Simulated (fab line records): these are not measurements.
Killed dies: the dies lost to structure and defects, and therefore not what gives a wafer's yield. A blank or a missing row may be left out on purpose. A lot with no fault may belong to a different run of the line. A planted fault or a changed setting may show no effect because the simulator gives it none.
The tool behind it: which one?	flow sky130	Sampling: 13 lots, 39 wafers, 2 of 708 route steps

WHAT THE GAUGES READ, wafer by wafer
SKY_SONOS_ONO_OVL_MEAS_14. Usual: SONOS_ONO_OVL gives -0.1 nm (standard deviation 1.2).
lot	measured	on	SONOS_ONO_OVL (nm)	flag
L394	day 12 15:05	overlay-02	-0.8 -0.3 0.1	
L396	day 13 11:05	overlay-02	-1.6 -1.7 -1.7	
L397	day 13 18:14	overlay-02	-1.0 -0.1 -0.2	
L398	day 14 01:44	overlay-02	0.2 -0.3 0.1	
L408	day 17 10:20	overlay-01	-0.1 0.8 -0.3	
L409	day 17 17:41	overlay-02	-0.4 1.1 1.2	
L410	day 18 06:17	overlay-02	0.2 0.2 1.3	
L412	day 18 17:52	overlay-01	-0.6 -1.4 -1.0	
L413	day 19 04:53	overlay-01	0.6 0.6 -0.5	
L414	day 19 16:26	overlay-02	1.9 -0.7 -0.9	
L415	day 19 22:25	overlay-02	2.7 1.4 0.3	
L416	day 20 07:44	overlay-01	-0.8 -0.7 2.0	
L417	day 20 12:17	overlay-01	-0.4 0.2 -1.8	

SKY_POLY_GATE_CD_MEAS_13 targets a cd of 150 nm. Usual: 150.0 nm for cdNm, sd 1.5.
lot	measured	on	cdNm (nm)	flag
L394	day 16 06:45	cdSem-01	149.5 148.7 148.7	
L396	day 17 06:01	cdSem-01	148.9 149.8 148.5	
L397	day 17 12:24	cdSem-02	149.7 151.1 150.5	
L398	day 17 22:37	cdSem-02	151.1 151.8 149.2	
L408	day 21 13:52	cdSem-01	151.7 151.2 150.3	
L409	day 21 21:39	cdSem-01	151.5 152.2 151.5	
L410	day 22 09:50	cdSem-01	150.1 151.5 152.0	
L412	day 22 22:29	cdSem-01	150.7 150.5 150.9	
L413	day 23 07:11	cdSem-01	152.9 151.1 152.6	
L414	day 23 17:49	cdSem-01	150.7 150.1 151.6	
L415	day 24 00:39	cdSem-01	150.2 149.7 151.1	
L416	day 24 08:35	cdSem-01	147.1 148.6 148.7	
L417	day 24 12:38	cdSem-01	149.8 150.3 149.8	

EACH LOT AND THE TOOL THAT RAN IT (in order: tool; ch and the chambers of the sampled wafers; start)
Before these readings, the record contains no process step.

WHAT THE TOOLS THEMSELVES READ (means of the sampled wafers that have a number; where no wafer has one, the mark that the record gives instead)
The record holds no such reading with a usual standard deviation.

THE ANSWER, worked out from the rows above alone
Rule: a lot is off if the mean of its wafers that have a number lies more than 3 standard deviations from the usual mean. A lot without any number at a reading at which 4 lots or more have one is off too. The other lots that the step has rows for count as sound. Order of review: gauges by route order, followed by the tools' own readings, for which a lot's mean as printed above is used. At the first step where some lot is off, the reading lying furthest off is the one used; lots without a number count as furthest.
No lot is off on any of the readings shown, so nothing can be concluded from this.

WHAT THE SIMULATOR HAD PUT IN
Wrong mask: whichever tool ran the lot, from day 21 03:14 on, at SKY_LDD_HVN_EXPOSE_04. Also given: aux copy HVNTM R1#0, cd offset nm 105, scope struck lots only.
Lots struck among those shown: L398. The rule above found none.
